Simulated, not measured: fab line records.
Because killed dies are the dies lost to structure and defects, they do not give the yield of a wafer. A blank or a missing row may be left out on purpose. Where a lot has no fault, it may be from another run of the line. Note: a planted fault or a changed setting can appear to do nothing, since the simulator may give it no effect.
Which tool was responsible? || flow sky130 || 12 lots with 36 wafers sampled at 4 steps, on a route of 708 steps

== WHAT EACH GAUGE READ, for each wafer ==
SKY_POLY_GATE_CD_MEAS_13 targets a cd of 150 nm. Usual: 149.5 nm for cd_nm, sd 1.5.
{"lot": "L552", "measured": "day 16 09:49", "on": "cd_sem-02", "cd_nm (nm)": "151.2 150.6 150.3", "flag": ""}
{"lot": "L553", "measured": "day 16 20:35", "on": "cd_sem-01", "cd_nm (nm)": "151.0 150.9 150.9", "flag": ""}
{"lot": "L554", "measured": "day 17 04:50", "on": "cd_sem-02", "cd_nm (nm)": "151.3 150.2 150.0", "flag": ""}
{"lot": "L555", "measured": "day 17 15:26", "on": "cd_sem-01", "cd_nm (nm)": "147.7 147.9 147.6", "flag": ""}
{"lot": "L557", "measured": "day 18 07:47", "on": "cd_sem-02", "cd_nm (nm)": "147.7 148.7 147.2", "flag": ""}
{"lot": "L558", "measured": "day 18 13:41", "on": "cd_sem-02", "cd_nm (nm)": "150.6 150.6 149.7", "flag": ""}
{"lot": "L564", "measured": "day 20 16:49", "on": "cd_sem-02", "cd_nm (nm)": "118.2 131.1 118.9 118.6 131.2 118.8", "flag": "OFF"}
{"lot": "L567", "measured": "day 22 01:14", "on": "cd_sem-02", "cd_nm (nm)": "151.2 150.9 149.7", "flag": ""}
{"lot": "L572", "measured": "day 23 12:48", "on": "cd_sem-01", "cd_nm (nm)": "146.7 149.0 146.8", "flag": ""}
{"lot": "L573", "measured": "day 23 23:08", "on": "cd_sem-01", "cd_nm (nm)": "151.1 150.4 148.5", "flag": ""}
{"lot": "L574", "measured": "day 24 10:03", "on": "cd_sem-02", "cd_nm (nm)": "150.6 150.6 151.7", "flag": ""}
{"lot": "L575", "measured": "day 24 22:16", "on": "cd_sem-02", "cd_nm (nm)": "149.7 149.4 150.6", "flag": ""}

SKY_POLY_CUT_CD_MEAS_08 targets a cd of 270 nm. Usual: 270.1 nm for cd_nm, sd 1.6.
{"lot": "L552", "measured": "day 24 08:34", "on": "cd_sem-02", "cd_nm (nm)": "270.4 270.3 268.6", "flag": ""}
{"lot": "L553", "measured": "day 24 16:56", "on": "cd_sem-02", "cd_nm (nm)": "267.7 268.3 268.0", "flag": ""}
{"lot": "L554", "measured": "day 25 01:49", "on": "cd_sem-02", "cd_nm (nm)": "268.9 269.0 268.0", "flag": ""}
{"lot": "L555", "measured": "day 25 15:53", "on": "cd_sem-02", "cd_nm (nm)": "270.9 272.6 270.8", "flag": ""}
{"lot": "L557", "measured": "day 26 07:10", "on": "cd_sem-02", "cd_nm (nm)": "266.8 267.3 267.7", "flag": ""}
{"lot": "L558", "measured": "day 26 09:08", "on": "cd_sem-02", "cd_nm (nm)": "269.7 270.4 270.8", "flag": ""}
{"lot": "L564", "measured": "day 28 09:41", "on": "cd_sem-01", "cd_nm (nm)": "269.4 270.6 270.6", "flag": ""}
{"lot": "L567", "measured": "day 30 05:29", "on": "cd_sem-01", "cd_nm (nm)": "267.7 269.0 267.1", "flag": ""}
{"lot": "L572", "measured": "day 30 22:15", "on": "cd_sem-01", "cd_nm (nm)": "272.2 272.6 274.3", "flag": ""}
{"lot": "L573", "measured": "day 31 07:26", "on": "cd_sem-01", "cd_nm (nm)": "270.0 269.7 271.8", "flag": ""}
{"lot": "L574", "measured": "day 31 18:43", "on": "cd_sem-01", "cd_nm (nm)": "270.0 272.0 272.3", "flag": ""}
{"lot": "L575", "measured": "day 32 04:44", "on": "cd_sem-01", "cd_nm (nm)": "270.7 270.7 270.2", "flag": ""}

SKY_LI_CONTACT_CD_MEAS_12 targets a cd of 170 nm. Usual: 170.4 nm for cd_nm, sd 1.4.
{"lot": "L552", "measured": "day 29 04:22", "on": "cd_sem-02", "cd_nm (nm)": "173.4 171.6 171.7", "flag": ""}
{"lot": "L553", "measured": "day 29 13:55", "on": "cd_sem-02", "cd_nm (nm)": "170.6 171.7 171.6", "flag": ""}
{"lot": "L554", "measured": "day 29 22:28", "on": "cd_sem-01", "cd_nm (nm)": "171.5 171.1 170.8", "flag": ""}
{"lot": "L555", "measured": "day 30 11:16", "on": "cd_sem-01", "cd_nm (nm)": "170.1 170.8 170.4", "flag": ""}
{"lot": "L557", "measured": "day 31 01:51", "on": "cd_sem-01", "cd_nm (nm)": "169.8 171.0 171.0", "flag": ""}
{"lot": "L558", "measured": "day 31 03:16", "on": "cd_sem-01", "cd_nm (nm)": "171.3 171.3 171.5", "flag": ""}
{"lot": "L564", "measured": "day 32 23:58", "on": "cd_sem-01", "cd_nm (nm)": "169.5 168.8", "flag": ""}
{"lot": "L567", "measured": "day 34 19:35", "on": "cd_sem-01", "cd_nm (nm)": "174.2 173.5 174.1", "flag": ""}
{"lot": "L572", "measured": "day 35 12:35", "on": "cd_sem-02", "cd_nm (nm)": "166.0 168.2 168.6", "flag": ""}
{"lot": "L573", "measured": "day 35 22:38", "on": "cd_sem-02", "cd_nm (nm)": "168.6 169.6 167.9", "flag": ""}
{"lot": "L574", "measured": "day 36 07:57", "on": "cd_sem-02", "cd_nm (nm)": "170.3 172.3 169.7", "flag": ""}
{"lot": "L575", "measured": "day 36 18:19", "on": "cd_sem-02", "cd_nm (nm)": "170.4 170.6 170.8", "flag": ""}

== EACH LOT AND THE TOOL THAT RAN IT (in order: tool; ch and the chambers of the sampled wafers; start) ==
{"lot": "L552", "SKY_POLY_GATE_EXPOSE_10": "krf_scanner-02 ch 0, day 15 19:26"}
{"lot": "L553", "SKY_POLY_GATE_EXPOSE_10": "krf_scanner-01 ch 0, day 16 06:49"}
{"lot": "L554", "SKY_POLY_GATE_EXPOSE_10": "krf_scanner-01 ch 0, day 16 14:43"}
{"lot": "L555", "SKY_POLY_GATE_EXPOSE_10": "krf_scanner-01 ch 0, day 17 01:07"}
{"lot": "L557", "SKY_POLY_GATE_EXPOSE_10": "krf_scanner-01 ch 0, day 17 17:19"}
{"lot": "L558", "SKY_POLY_GATE_EXPOSE_10": "krf_scanner-01 ch 0, day 17 22:32"}
{"lot": "L564", "SKY_POLY_GATE_EXPOSE_10": "krf_scanner-01 ch 0, day 20 02:02"}
{"lot": "L567", "SKY_POLY_GATE_EXPOSE_10": "krf_scanner-02 ch 0, day 21 10:00"}
{"lot": "L572", "SKY_POLY_GATE_EXPOSE_10": "krf_scanner-01 ch 0, day 22 22:01"}
{"lot": "L573", "SKY_POLY_GATE_EXPOSE_10": "krf_scanner-02 ch 0, day 23 07:26"}
{"lot": "L574", "SKY_POLY_GATE_EXPOSE_10": "krf_scanner-01 ch 0, day 23 19:42"}
{"lot": "L575", "SKY_POLY_GATE_EXPOSE_10": "krf_scanner-01 ch 0, day 24 07:47"}
- SKY_POLY_GATE_EXPOSE_10: exposes mask P1M, target cd 150 nm.

== WHAT THE TOOLS THEMSELVES READ (means of the sampled wafers that have a number; where no wafer has one, the mark that the record gives instead) ==
SKY_POLY_GATE_EXPOSE_10. Usual: 27.98 for exposure_dose_mJ_cm2, sd 0.031.
{"lot": "L552", "tool": "krf_scanner-02", "exposure_dose_mJ_cm2": 28.01, "flag": ""}
{"lot": "L553", "tool": "krf_scanner-01", "exposure_dose_mJ_cm2": 27.97, "flag": ""}
{"lot": "L554", "tool": "krf_scanner-01", "exposure_dose_mJ_cm2": 27.98, "flag": ""}
{"lot": "L555", "tool": "krf_scanner-01", "exposure_dose_mJ_cm2": 27.96, "flag": ""}
{"lot": "L557", "tool": "krf_scanner-01", "exposure_dose_mJ_cm2": 27.95, "flag": ""}
{"lot": "L558", "tool": "krf_scanner-01", "exposure_dose_mJ_cm2": 27.97, "flag": ""}
{"lot": "L564", "tool": "krf_scanner-01", "exposure_dose_mJ_cm2": 26.86, "flag": "OFF"}
{"lot": "L567", "tool": "krf_scanner-02", "exposure_dose_mJ_cm2": 28.00, "flag": ""}
{"lot": "L572", "tool": "krf_scanner-01", "exposure_dose_mJ_cm2": 27.96, "flag": ""}
{"lot": "L573", "tool": "krf_scanner-02", "exposure_dose_mJ_cm2": 27.97, "flag": ""}
{"lot": "L574", "tool": "krf_scanner-01", "exposure_dose_mJ_cm2": 27.93, "flag": ""}
{"lot": "L575", "tool": "krf_scanner-01", "exposure_dose_mJ_cm2": 28.01, "flag": ""}

== THE ANSWER, worked out from the rows above alone ==
Rule: a lot is off if the mean of its wafers that have a number lies more than 3 standard deviations from the usual mean. Also off: a lot with no number at a reading for which 4 or more lots have one. Any other lot the step has rows for is counted as sound. Order of review: gauges by route order, followed by the tools' own readings, for which a lot's mean as printed above is used. At the first step where some lot is off, the reading lying furthest off is the one used; lots without a number count as furthest.
Off: L564 (SKY_POLY_GATE_CD_MEAS_13, cd_nm).
If a tool, at a process step before that reading, ran all the lots that are off and no sound lot after the first of them, it fits. Not tried: the gauges at SKY_POLY_GATE_CD_MEAS_13; whatever is off there is also off at SKY_POLY_GATE_EXPOSE_10, on other tools, and gauge error can't account for it. Of those tried, none fits.

== WHAT THE SIMULATOR HAD PUT IN ==
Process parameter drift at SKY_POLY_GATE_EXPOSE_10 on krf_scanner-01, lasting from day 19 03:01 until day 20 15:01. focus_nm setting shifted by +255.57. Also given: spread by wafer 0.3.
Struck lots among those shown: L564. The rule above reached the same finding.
